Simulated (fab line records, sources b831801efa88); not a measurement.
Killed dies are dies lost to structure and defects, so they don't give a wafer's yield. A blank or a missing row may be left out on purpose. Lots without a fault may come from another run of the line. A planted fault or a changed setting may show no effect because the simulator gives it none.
Chamber matching | flow gf180mcu | GF_V2_CMP_04 on cmp-02: 4 sister chambers
The step polishes SiO2. 8 wafers are shown with their chamber, then 8 later ones without.

WAFERS WITH THEIR CHAMBER
wafer  | chamber | motor_current_A (A) | time_to_endpoint_s (s)
L267.2 | 1       | 12.8                | 73
L269.2 | 0       | 11.6                | 80
L269.3 | 2       | 12.0                | 74
L269.6 | 3       | 10.7                | 84
L271.1 | 1       | 12.6                | 78
L271.3 | 0       | 10.7                | 73
L271.4 | 3       | 10.8                | 84
L272.1 | 2       | 12.3                | 81

WAFERS WITHOUT THEIR CHAMBER
wafer  | motor_current_A (A) | time_to_endpoint_s (s)
L272.2 | 13.2                | 76
L272.3 | 10.6                | 85
L274.4 | 12.1                | 85
L274.5 | 12.3                | 81
L274.6 | 12.2                | 90
L283.1 | 11.1                | 78
L283.2 | 12.5                | 82
L283.3 | 10.9                | 74

WHICH CHAMBER EACH WENT THROUGH
wafer  | from the rows above               | in truth
L272.2 | can't be placed: 1 or 2           | 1
L272.3 | 3                                 | 3
L274.4 | can't be placed: 2 or 1 or 0      | 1
L274.5 | can't be placed: 2 or 1           | 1
L274.6 | can't be placed: 2 or 1 or 3 or 0 | 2
L283.1 | can't be placed: 0 or 3           | 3
L283.2 | can't be placed: 2 or 1           | 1
L283.3 | can't be placed: 0 or 3           | 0
Placed correctly: 1 of 8. Can't be placed from these rows: 7 (the true chamber is among the candidates in 7). Placed wrongly: 0.
How it was worked out, from the rows above alone: a wafer's distance from a chamber is the root of the sum, over the readings, of the square of ((its reading less the chamber's mean) divided by the reading's scatter). The wafer belongs to the nearest chamber; if the next one is less than 2 further off, it can't be placed. A chamber's mean is the mean of its shown wafers. The scatter: the root of (the sum of the squares of (reading less its chamber's mean) over the shown wafers, divided by (wafers less chambers)).
